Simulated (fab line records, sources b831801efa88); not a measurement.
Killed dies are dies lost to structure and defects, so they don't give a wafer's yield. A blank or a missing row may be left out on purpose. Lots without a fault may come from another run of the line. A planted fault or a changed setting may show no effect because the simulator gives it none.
A struck lot beside a sound one | flow sky130 | 22 steps out of a route of 708
Sound: wafers L541.3, L541.4, L541.5. Struck: wafers L544.2, L544.3. (L544.4 of the same lot was not struck and is left out.) The cause comes at the end.
At each step with rows: each side's tool, then ch and its chambers, then its first start. Under that, the readings that differ: sound wafers | struck wafers | difference of the means | sigmas: that difference in standard deviations of wafers without a fault.
alike: readings whose means differ by less than 2 such deviations, and words and numbers that are the same on both sides. not compared: withheld readings, readings that some wafer has no value for, bounds like >300 that may hide the same value, and numbers for which the record gives no deviation and whose values overlap.
The two part at a step that has a row with sigmas, a row that says differs or no value, or rows on one side only. Numbers that don't overlap but have no deviation are shown without sigmas and don't part them. A reading that every wafer of one side lacks parts them only if that side has two wafers or more.

first, 1 step without rows for these wafers: SKY_LOCAL_INTERCONNECT_CLEAN_18 (cleans in O3/DIW).
SKY_CONTACT_CVD_00: deposits Si3N4, target thk 75 nm.
  sound on pecvd-02 ch 1,2, day 35 07:26; struck on pecvd-02 ch 0,2, day 36 05:43
  alike: heater_power_w
SKY_CONTACT_THK_MEAS_01:
  sound on film_metro-03, day 35 07:29; struck on film_metro-03, day 36 05:45
  alike: CONTACT_CVD_00_THK
then, 1 step without rows for these wafers: SKY_CONTACT_HDPCVD_02 (deposits SiO2, target thk 565 nm, time 94.2 s).
SKY_CONTACT_THK_MEAS_03:
  sound on film_metro-04, day 35 07:37; struck on film_metro-01, day 36 05:53
  alike: CONTACT_HDPCVD_THK
SKY_CONTACT_CMP_04: polishes SiO2.
  sound on cmp-02 ch 0,3, day 35 07:39; struck on cmp-01 ch 1,3, day 36 05:59
  alike: motor_current_A, platen_rpm, time_to_endpoint_s
SKY_CONTACT_BOW_MEAS_05:
  sound on film_metro-03, day 35 07:59; struck on film_metro-03, day 36 06:15
  alike: CONTACT_BOW
then, 5 steps without rows for these wafers: SKY_CONTACT_DEHYDRATE_06 (time 60 s); SKY_CONTACT_HMDS_07 (prime time 60 s); SKY_CONTACT_COAT_08 (resist thk 60 nm); SKY_CONTACT_COAT_09 (resist thk 450 nm); SKY_CONTACT_SOFTBAKE_10 (time 90 s).
SKY_CONTACT_EXPOSE_11: exposes mask CTM1, target cd 170 nm.
  sound on krf_scanner-01 ch 0, day 35 21:04; struck on krf_scanner-02 ch 0, day 36 18:58
  reading              | sound          | struck  | difference | sigmas
  focus_offset_nm (nm) | -0.3 -0.9 -0.1 | 0.8 0.3 | +1.0       | +2
  alike: mask, stage_vel_mm_s
then, 2 steps without rows for these wafers: SKY_CONTACT_PEB_12; SKY_CONTACT_DEVELOP_13 (develop time 60 s).
SKY_CONTACT_CD_MEAS_14: target cd 170 nm.
  sound on cd_sem-01, day 36 10:12; struck on cd_sem-01, day 37 07:47
  reading    | sound             | struck      | difference | sigmas
  cd_nm (nm) | 167.9 168.8 168.8 | 141.4 140.0 | -27.8      | -17
SKY_CONTACT_OVL_MEAS_15:
  sound on overlay-01, day 36 10:17; struck on overlay-02, day 37 07:53
  reading          | sound | struck  | difference | sigmas
  CONTACT_OVL (nm) | 6 2 3 | -18 -14 | -20        | -4
SKY_CONTACT_ETCH_16: etches BARC in N2/H2, stops on SiO2, time 45.9 s, target depth 60 nm.
  sound on rie_diel-02 ch 1,2, day 36 10:19; struck on rie_diel-01 ch 0,2, day 37 07:55
  reading                  | sound           | struck  | difference | sigmas
  model.CONTACT.cd_nm (nm) | 167 169.4 167.7 | 141 140 | -28        |
  alike: drypump_motor_current_A, oes_product_au, throttle_valve_pct
  not compared: rf_hours_counter_h
SKY_CONTACT_ETCH_17: etches SiO2 in C4F8/O2/Ar, stops on Si3N4, target depth 340 nm.
  sound on rie_diel-02 ch 1,2, day 36 10:22; struck on rie_diel-01 ch 0,2, day 37 07:58
  alike: oes_product_au
SKY_CONTACT_ETCH_18: etches Si3N4 in CHF3/O2, stops on TiN, time 39 s, target depth 75 nm.
  sound on rie_diel-02 ch 1,2; struck on rie_diel-01 ch 0,2
  reading                  | sound             | struck      | difference | sigmas
  model.CONTACT.cd_nm (nm) | 166.8 169.2 167.8 | 140.9 140.1 | -27.4      |
  alike: chf3_flow_sccm, drypump_motor_current_A, oes_product_au, throttle_valve_pct
  not compared: rf_hours_counter_h
SKY_CONTACT_STRIP_19: strips in O2/N2.
  sound on plasma_asher-02 ch 0,1, day 36 10:29; struck on plasma_asher-02 ch 1, day 37 08:03
  alike: drypump_motor_current_A, oes_product_au, strip_time_to_endpoint_s
  not compared: rf_hours_counter_h
-- the record jumps here: 13 days lie between the struck wafers' starts before and after (it left off in module CONTACT and takes up again in module PAD_OPEN, whose first step shown is number 708 of the route) --
SKY_PAD_OPEN_PROBE_99:
  sound on prober-02, day 49 16:19; struck on prober-01, day 49 21:19
  reading            | sound    | struck  | difference | sigmas
  killed_at_contacts | 27 25 25 | 187 213 | +174       | +36
  killed_dies        | 80 79 92 | 255 273 | +180       | +21
  killed_on_rim      | 18 14 15 | 74 73   | +58        | +14
  alike: killed_at_M0_to_M3, killed_at_M4_up, killed_at_front_end, killed_at_other, killed_open, killed_short

WHERE THEY PART
First at SKY_CONTACT_EXPOSE_11; last, within this record, at SKY_PAD_OPEN_PROBE_99.

WHY: what the simulator had put in
Process parameter drift: krf_scanner-02, from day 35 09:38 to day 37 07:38, at SKY_CONTACT_EXPOSE_11. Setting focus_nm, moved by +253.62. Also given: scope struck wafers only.
